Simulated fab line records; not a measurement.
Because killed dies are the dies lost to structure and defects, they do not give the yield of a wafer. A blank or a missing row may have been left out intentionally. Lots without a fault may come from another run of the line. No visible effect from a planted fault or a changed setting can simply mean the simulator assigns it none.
fab line records    flow sfqLine
[record] lots = 6  wafers = 18  lastDay = 85
route steps=325 shown I2@117 M3@118
lots that met no fault: from a run of the same line without faults
startH: hours from the record's opening day to when the first of the lot's shown wafers began    waitH: time in hours since the lot's previous step    " unchanged from the row above    L1.1+2: a single row standing in for several wafers    - no value, or no start given    * or withheld: withheld    < > ~ a bound
route shown NAME@n: NAME is a module with steps in the file, n the number in the route of the first one    usual: mean/standard deviation of fault-free wafers    same: alike in all rows    chamber/n: place in a boat    sites: the reading at each site    _std_site: the values' standard deviation    _edge_site: the outer-site mean with the inner-site mean subtracted    radiusMm: for every site, how far away it sits from the centre of the wafer    mask NAME#n: copy n    behind: tool/chamber where the wafer was last shaped    hold: cause of the lot's hold/its duration in hours/its outcome    device: which transistor (n, p or np) failed to switch    end of line: the route-end tests of the same wafers    a step without rows: its recipe alone    killed: dies lost to structure and defects at the first sort, not the wafer's yield    map: a wafer's dies, marking killed ones x, the rest . and places with no die _
set.NAME: setting as actually run; set.NAME@STEP: the setting as run at that earlier step    model.NAME: the simulator's own value behind a step, which no gauge read
lots at some steps of the route; a table a step, a row a wafer
services: a tool's chamber out of use, with start hour (startH, from the record's first day; less than 0 if before it), hours out, and reason
[[steps]]
[step SFQ_TRILAYER_I2_VIA_STRIP_SOLV_CLEAN_072]
[recipe] chemistry = NMP  tempC = 70  timeS = 600
[step SFQ_TRILAYER_M3_DEP_PRE_CLEAN_074]
[recipe] gas = Ar  timeS = 22.5  biasV = 250
[step SFQ_TRILAYER_M3_DEP_SPUTTER_073]
[recipe] material = Nb  basePressurePa = 1.33e-06  chamberPressurePa = 0.1333  substrateTempC = 20  resputterCathodeVoltageV = 400  targetThkNm = 200  powerW = 2000  timeS = 133.3
[usual] resputterCathodeVoltageV = 400/4.1  throttleValvePct = 30.0/0.85
lot.wafer  tool           chamber  startH   waitH  resputterCathodeVoltageV  throttleValvePct
L618.1     pvdSputter-05  -        823.33   0.0    398                       31.4
L618.3     "              -        "        "      396                       29.6
L618.6     "              -        "        "      399                       29.9
L622.1     pvdSputter-05  -        917.05   0.0    407                       29.9
L622.2     "              -        "        "      398                       31.5
L622.4     "              -        "        "      402                       29.3
L625.4     pvdSputter-05  -        938.40   0.0    409                       31.5
L625.5     "              -        "        "      399                       29.7
L625.6     "              -        "        "      403                       31.4
L631.2     pvdSputter-04  -        968.37   0.0    400                       30.0
L631.5     "              -        "        "      396                       30.1
L631.6     "              -        "        "      401                       30.6
L632.1     pvdSputter-04  -        999.04   0.0    400                       29.5
L632.5     "              -        "        "      396                       30.1
L632.6     "              -        "        "      405                       30.7
L637.4     pvdSputter-03  -        1164.54  0.0    403                       29.0
L637.5     "              -        "        "      397                       29.5
L637.6     "              -        "        "      400                       31.1
[step SFQ_M3_RS_MEAS_919]
[recipe] thkMeasGauge = four-point-probe  reads = Nb_of_TRILAYER_M3_DEP_SPUTTER_073
[usual] M3_NB_RS = 0.885/0.011
lot.wafer  tool          chamber  startH   waitH  M3_NB_RS[ohm/sq]
L618.1     filmMetro-04  -        823.42   0.0    0.868
L618.3     "             -        "        "      0.879
L618.6     "             -        "        "      0.882
L622.1     filmMetro-04  -        917.14   0.0    0.881
L622.2     "             -        "        "      0.880
L622.4     "             -        "        "      0.887
L625.4     filmMetro-03  -        938.55   0.1    0.874
L625.5     "             -        "        "      0.882
L625.6     "             -        "        "      0.884
L631.2     filmMetro-01  -        968.48   0.1    0.904
L631.5     "             -        "        "      0.901
L631.6     "             -        "        "      0.899
L632.1     filmMetro-01  -        999.13   0.0    0.884
L632.5     "             -        "        "      0.895
L632.6     "             -        "        "      0.896
L637.4     filmMetro-03  -        1164.69  0.1    0.879
L637.5     "             -        "        "      0.893
L637.6     "             -        "        "      0.880
[step SFQ_TRILAYER_M3_LITHO_COAT_080]
[recipe] resist = BARC  spinRpm = 3000  resistThkNm = 62
[step SFQ_TRILAYER_M3_LITHO_COAT_075]
[recipe] resist = KrF  spinRpm = 3000  resistThkNm = 600
[step SFQ_TRILAYER_M3_LITHO_SOFTBAKE_079]
[recipe] tempC = withheld  timeS = withheld  resist = KrF
[step SFQ_TRILAYER_M3_LITHO_EXPOSE_076]
[recipe] maskId = M3  na = 0.6  sourceShape = conventional  sigmaOuter = 0.65  targetCdNm = 500  doseMj = 14.4
[step SFQ_TRILAYER_M3_LITHO_PEB_078]
[recipe] pebTempC = 115  pebTimeS = 60  resist = KrF
[step SFQ_TRILAYER_M3_LITHO_DEVELOP_077]
[recipe] timeS = 60  resist = KrF
[step SFQ_M3_OVL_MEAS_921]
[usual] M3_OVL = -4/6.3
lot.wafer  tool        chamber  startH   waitH  M3_OVL[nm]
L618.1     overlay-02  -        826.37   0.1    15
L618.3     "           -        "        "      7
L618.6     "           -        "        "      11
L622.1     overlay-01  -        920.33   0.1    -11
L622.2     "           -        "        "      -16
L622.4     "           -        "        "      -18
L625.4     overlay-01  -        944.34   0.1    5
L625.5     "           -        "        "      -2
L625.6     "           -        "        "      3
L631.2     overlay-01  -        1111.20  0.1    3
L631.5     "           -        "        "      -2
L631.6     "           -        "        "      12
L632.1     overlay-02  -        1112.52  0.1    -11
L632.5     "           -        "        "      -7
L632.6     "           -        "        "      -6
L637.4     overlay-01  -        1285.69  0.1    -12
L637.5     "           -        "        "      -8
L637.6     "           -        "        "      -8
[step SFQ_TRILAYER_M3_BARC_OPEN_METAL_ETCH_100]
[recipe] maskMaterial = PR  chemistry = O2  targetDepthNm = 125  target = BARC  icpW = 600  biasW = 80  pressureMtorr = 10  timeS = 41.7
[usual] drypumpMotorCurrentA = 5.8/0.39  heBacksideLeakSccm = 3.41/0.2  oesProductAu = 0.685/0.0046  runLengthS = 69.8/0.45
lot.wafer  tool         chamber  startH   waitH  drypumpMotorCurrentA  heBacksideLeakSccm  oesProductAu  rfHoursCounterH  runLengthS  model.KrF_of_TRILAYER_M3_LITHO_COAT_075.thkNm
L618.1     rieMetal-03  1        826.40   0.0    6.1                   3.29                0.684         66               69.6        521.8
L618.3     "            0        "        "      5.6                   3.45                0.686         -                69.1        523.9
L618.6     "            1        "        "      6.1                   3.17                0.683         -                69.6        522.4
L622.1     rieMetal-03  1        920.36   0.0    6.1                   3.43                0.622         80               80.3        514
L622.2     "            0        "        "      5.6                   3.38                0.683         101              69.3        525.4
L622.4     "            1        "        "      6.1                   3.43                0.624         -                80.7        512
L625.4     rieMetal-03  1        944.38   0.0    6.1                   3.42                0.621         -                80.3        508.9
L625.5     "            0        "        "      5.6                   3.01                0.673         -                69.2        523.7
L625.6     "            1        "        "      6.1                   3.43                0.620         -                80.1        510.4
L631.2     rieMetal-02  0        1111.23  0.0    5.6                   3.36                0.693         98               70.0        521.8
L631.5     "            1        "        "      6.5                   3.82                0.686         -                69.5        524.3
L631.6     "            0        "        "      5.6                   3.27                0.685         -                70.3        523.6
L632.1     rieMetal-04  1        1112.56  0.0    5.4                   3.37                0.684         98               69.7        521.3
L632.5     "            1        "        "      5.4                   3.35                0.690         -                69.5        520.5
L632.6     "            0        "        "      5.9                   3.51                0.680         -                70.7        522
L637.4     rieMetal-04  0        1285.73  0.0    5.9                   2.98                0.682         -                70.7        523.2
L637.5     "            1        "        "      5.4                   3.25                0.692         -                69.7        522.7
L637.6     "            0        "        "      5.9                   3.02                0.684         -                70.9        525
[step SFQ_TRILAYER_M3_ETCH_METAL_ETCH_078]
[recipe] target = Nb  stopOn = SiO2  maskMaterial = PR  chemistry = Cl2/Ar  targetDepthNm = 240  icpW = 600  biasW = 80  pressureMtorr = 10  timeS = 120
[usual] drypumpMotorCurrentA = 5.8/0.38  heBacksideLeakSccm = 3.5/0.45  oesProductAu = 0.898/0.0075  runLengthS = 148.0/0.44
lot.wafer  tool         chamber  startH   waitH  drypumpMotorCurrentA  heBacksideLeakSccm  oesProductAu  rfHoursCounterH  runLengthS  model.KrF_of_TRILAYER_M3_LITHO_COAT_075.thkNm
L618.1     rieMetal-03  1        826.46   0.0    6.1                   3.2                 0.905         66               147.9       381.2
L618.3     "            0        "        "      5.6                   3.3                 0.897         -                147.4       379.6
L618.6     "            1        "        "      6.2                   3.5                 0.895         -                147.9       381.3
L622.1     rieMetal-03  1        920.42   0.0    6.1                   3.2                 0.895         80               148.1       372.6
L622.2     "            0        "        "      5.6                   3.4                 0.895         101              147.4       385.7
L622.4     "            1        "        "      6.1                   3.4                 0.896         -                148.4       371.8
L625.4     rieMetal-03  1        944.46   0.1    6.1                   3.3                 0.902         -                148.2       367.8
L625.5     "            0        "        "      5.6                   6.0                 0.902         -                147.4       381.9
L625.6     "            1        "        "      6.1                   3.3                 0.903         -                148.3       369.5
L631.2     rieMetal-02  0        1111.29  0.0    5.6                   3.3                 0.891         98               148.0       382.2
L631.5     "            1        "        "      6.5                   3.9                 0.886         -                148.1       384.2
L631.6     "            0        "        "      5.6                   3.4                 0.886         -                148.1       382.4
L632.1     rieMetal-04  1        1112.62  0.0    5.4                   3.1                 0.899         98               148.0       381.2
L632.5     "            1        "        "      5.4                   3.0                 0.894         -                148.1       381.3
L632.6     "            0        "        "      5.9                   3.4                 0.899         -                149.4       384.2
L637.4     rieMetal-04  0        1285.81  0.1    5.9                   3.3                 0.904         -                148.8       382.8
L637.5     "            1        "        "      5.3                   3.4                 0.890         -                148.2       384.6
L637.6     "            0        "        "      5.9                   3.3                 0.897         -                148.9       384
[step SFQ_TRILAYER_M3_STRIP_STRIP_079]
[recipe] gas = O2  powerW = 200  platenTempC = 40  overashFraction = 0.65  chemistry = O2  pressureMtorr = 50
[usual] drypumpMotorCurrentA = 5.8/0.38  heBacksideLeakSccm = 3.44/0.25  oesProductAu = 0.999/0.0079  platenTempC = 40.01/0.11
lot.wafer  tool         chamber  startH   waitH  drypumpMotorCurrentA  heBacksideLeakSccm  oesProductAu  platenTempC  rfHoursCounterH
L618.1     rieMetal-03  1        826.59   0.1    6.1                   3.25                0.984         40.12        67
L618.3     "            0        "        "      5.6                   3.25                1.020         40.06        -
L618.6     "            1        "        "      6.1                   3.17                0.986         39.97        -
L622.1     rieMetal-03  1        920.55   0.1    6.1                   3.29                1.006         40.00        80
L622.2     "            0        "        "      5.6                   3.51                0.985         40.04        101
L622.4     "            1        "        "      6.1                   3.35                1.001         39.97        -
L625.4     rieMetal-03  1        944.75   0.2    6.1                   3.43                0.993         40.17        -
L625.5     "            0        "        "      5.6                   3.39                1.006         40.32        -
L625.6     "            1        "        "      6.1                   3.31                0.989         40.12        -
L631.2     rieMetal-02  0        1111.42  0.1    5.6                   3.28                0.995         39.98        98
L631.5     "            1        "        "      6.5                   3.66                1.000         39.97        -
L631.6     "            0        "        "      5.6                   3.22                0.995         40.05        -
L632.1     rieMetal-04  1        1112.74  0.1    5.3                   3.27                0.997         39.99        98
L632.5     "            1        "        "      5.4                   3.31                1.004         39.97        -
L632.6     "            0        "        "      5.8                   3.57                0.992         40.10        -
L637.4     rieMetal-04  0        1286.09  0.2    5.8                   3.52                0.991         40.05        -
L637.5     "            1        "        "      5.4                   3.34                0.998         40.05        -
L637.6     "            0        "        "      5.9                   3.81                0.998         40.03        -
[[services]]
tool           chamber  startH   hours  kind
rieMetal-02    -        812.13   2.8    pm
pvdSputter-05  -        812.79   3.7    repair
pvdSputter-03  -        817.14   1.9    repair
rieMetal-04    0        844.75   3.9    repair
rieMetal-02    -        891.60   14.6   pm
rieMetal-02    0        930.69   5.6    repair
rieMetal-04    -        934.25   4.0    pm
rieMetal-04    0        945.85   133.0  repair
rieMetal-04    -        979.66   28.1   pm
rieMetal-03    -        994.66   2.8    pm
pvdSputter-04  -        1004.11  4.9    repair
rieMetal-03    0        1009.15  10.0   repair
rieMetal-04    1        1036.43  8.0    repair
rieMetal-02    0        1038.25  2.3    repair
pvdSputter-04  -        1071.58  8.8    repair
rieMetal-04    -        1090.39  2.8    pm
pvdSputter-05  -        1108.37  1.1    repair
pvdSputter-04  -        1140.03  2.0    repair
rieMetal-04    -        1154.38  1.1    repair
rieMetal-02    -        1165.26  0.6    repair
rieMetal-04    -        1192.87  0.3    repair
pvdSputter-04  -        1250.19  2.0    repair
pvdSputter-04  -        1268.63  7.3    repair
rieMetal-02    -        1282.96  0.4    repair
[[key]]
[firstSign] step = SFQ_TRILAYER_M3_BARC_OPEN_METAL_ETCH_100  reading = runLengthS  direction = up  sigmas = 23  usual = *  struck = *
[effect] step = SFQ_TRILAYER_M3_BARC_OPEN_METAL_ETCH_100  reading = oesProductAu  direction = down  sigmas = 14  usual = 0.685  struck = 0.622
[modelEffect] step = SFQ_TRILAYER_M3_BARC_OPEN_METAL_ETCH_100  value = KrF_of_TRILAYER_M3_LITHO_COAT_075.thkNm  without = 524.4  struck = 511.3
[modelEffect] step = SFQ_TRILAYER_M3_ETCH_METAL_ETCH_078  value = KrF_of_TRILAYER_M3_LITHO_COAT_075.thkNm  without = 383.5  struck = 370.4
metAt SFQ_TRILAYER_M3_BARC_OPEN_METAL_ETCH_100
struckWafers L622.1,L622.4,L625.4,L625.6
onsetBetween 826.40 920.36
[fault] kind = processParameterDrift  tool = rieMetal-03  chamber = 1  onsetH = 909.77  steps = SFQ_TRILAYER_M3_BARC_OPEN_METAL_ETCH_100  channel = timeS  offset = *  shape = step  endH = 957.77  actsIn = *  stated = *
